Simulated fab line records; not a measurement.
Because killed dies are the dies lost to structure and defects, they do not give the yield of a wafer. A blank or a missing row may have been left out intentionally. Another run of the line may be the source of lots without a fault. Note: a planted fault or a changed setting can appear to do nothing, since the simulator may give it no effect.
Which tool did it? :: flow gf180mcu :: 14 lots, 42 wafers sampled, at 2 steps of a route of 602

WHAT EACH GAUGE READ, for each wafer
GF_M3_RS_MEAS_05: the measuring method here is four-point-probe.
lot: L315
measured: day 20 10:26
on: filmMetro-03
M3_ALCU_RS (ohm/sq): 0.0706 0.0696 0.0697

lot: L316
measured: day 20 19:23
on: filmMetro-03
M3_ALCU_RS (ohm/sq): 0.0689 0.0695 0.0704

lot: L318
measured: day 21 12:50
on: filmMetro-04
M3_ALCU_RS (ohm/sq): 0.0701 0.0707 0.0724

lot: L319
measured: day 21 22:34
on: filmMetro-03
M3_ALCU_RS (ohm/sq): 0.0699 0.0682 0.0679

lot: L320
measured: day 22 08:13
on: filmMetro-03
M3_ALCU_RS (ohm/sq): 0.0688 0.0689 0.0681

lot: L322
measured: day 23 06:55
on: filmMetro-03
M3_ALCU_RS (ohm/sq): 0.0694 0.0700 0.0696

lot: L323
measured: day 23 12:53
on: filmMetro-03
M3_ALCU_RS (ohm/sq): 0.0692 0.0684 0.0701

lot: L324
measured: day 23 18:10
on: filmMetro-01
M3_ALCU_RS (ohm/sq): 0.0689 0.0696 0.0692

lot: L326
measured: day 24 15:29
on: filmMetro-04
M3_ALCU_RS (ohm/sq): 0.0691 0.0695 0.0707

lot: L327
measured: day 24 20:38
on: filmMetro-03
M3_ALCU_RS (ohm/sq): 0.0700 0.0689 0.0699

lot: L332
measured: day 26 14:23
on: filmMetro-01
M3_ALCU_RS (ohm/sq): 0.0683 0.0685 0.0699

lot: L333
measured: day 26 16:11
on: filmMetro-03
M3_ALCU_RS (ohm/sq): 0.0695 0.0702 0.0695

lot: L334
measured: day 26 20:09
on: filmMetro-03
M3_ALCU_RS (ohm/sq): 0.0706 0.0701 0.0717

lot: L338
measured: day 28 00:02
on: filmMetro-04
M3_ALCU_RS (ohm/sq): 0.0698 0.0703 0.0711

GF_M3_OVL_MEAS_15.
lot: L315
measured: day 21 11:01
on: overlay-01
M3_OVL (nm): -2 4 4

lot: L316
measured: day 21 19:19
on: overlay-02
M3_OVL (nm): 4 -5 5

lot: L318
measured: day 22 12:16
on: overlay-02
M3_OVL (nm): -2 -3 2

lot: L319
measured: day 22 21:46
on: overlay-01
M3_OVL (nm): -5 -7 -7

lot: L320
measured: day 23 07:26
on: overlay-02
M3_OVL (nm): 3 5 4

lot: L322
measured: day 24 05:26
on: overlay-02
M3_OVL (nm): -11 -4 -2

lot: L323
measured: day 24 10:59
on: overlay-01
M3_OVL (nm): 1 -3 -4

lot: L324
measured: day 24 16:14
on: overlay-02
M3_OVL (nm): 1 0 -3

lot: L326
measured: day 25 12:43
on: overlay-02
M3_OVL (nm): -10 -4 -1

lot: L327
measured: day 25 17:53
on: overlay-02
M3_OVL (nm): 3 -2 -1

lot: L332
measured: day 27 10:41
on: overlay-01
M3_OVL (nm): -6 -5 2

lot: L333
measured: day 27 11:58
on: overlay-01
M3_OVL (nm): 9 -4 -3

lot: L334
measured: day 27 16:13
on: overlay-01
M3_OVL (nm): -6 3 2

lot: L338
measured: day 28 19:37
on: overlay-02
M3_OVL (nm): -4 -7 -5

TOOL THAT RAN EACH LOT (tool first, then ch and the chambers of the sampled wafers, then the start)
Before these readings, the record contains no process step.

WHAT THE TOOLS THEMSELVES READ (means of the sampled wafers that have a number; where no wafer has one, the mark that the record gives instead)
The record holds no such reading with a usual standard deviation.

THE ANSWER, worked out from the rows above alone
Rule: usual is defined by the lots themselves. Put in order of their means at a reading, lots are off if they are a third of the lots or fewer, leave a main group of 4 or more, and stand apart from it by a gap of 3 or more times the standard deviation of the main group's means; of several such gaps the widest counts. The tables above print the reading to a certain number of digits; a main group whose means all agree to those digits is not used. A lot without any number at a reading at which 4 lots or more have one is off too. Where the step has rows for the other lots, those lots are counted as sound. The gauges are gone through in route order, then the tools' own readings, and for those a lot's mean is taken as printed above. At the first step where some lot is off, the reading lying furthest off is the one used; lots without a number count as furthest.
Across all readings shown, no lot is off: no conclusion can be drawn from this.

WHAT WAS PUT IN BY THE SIMULATOR
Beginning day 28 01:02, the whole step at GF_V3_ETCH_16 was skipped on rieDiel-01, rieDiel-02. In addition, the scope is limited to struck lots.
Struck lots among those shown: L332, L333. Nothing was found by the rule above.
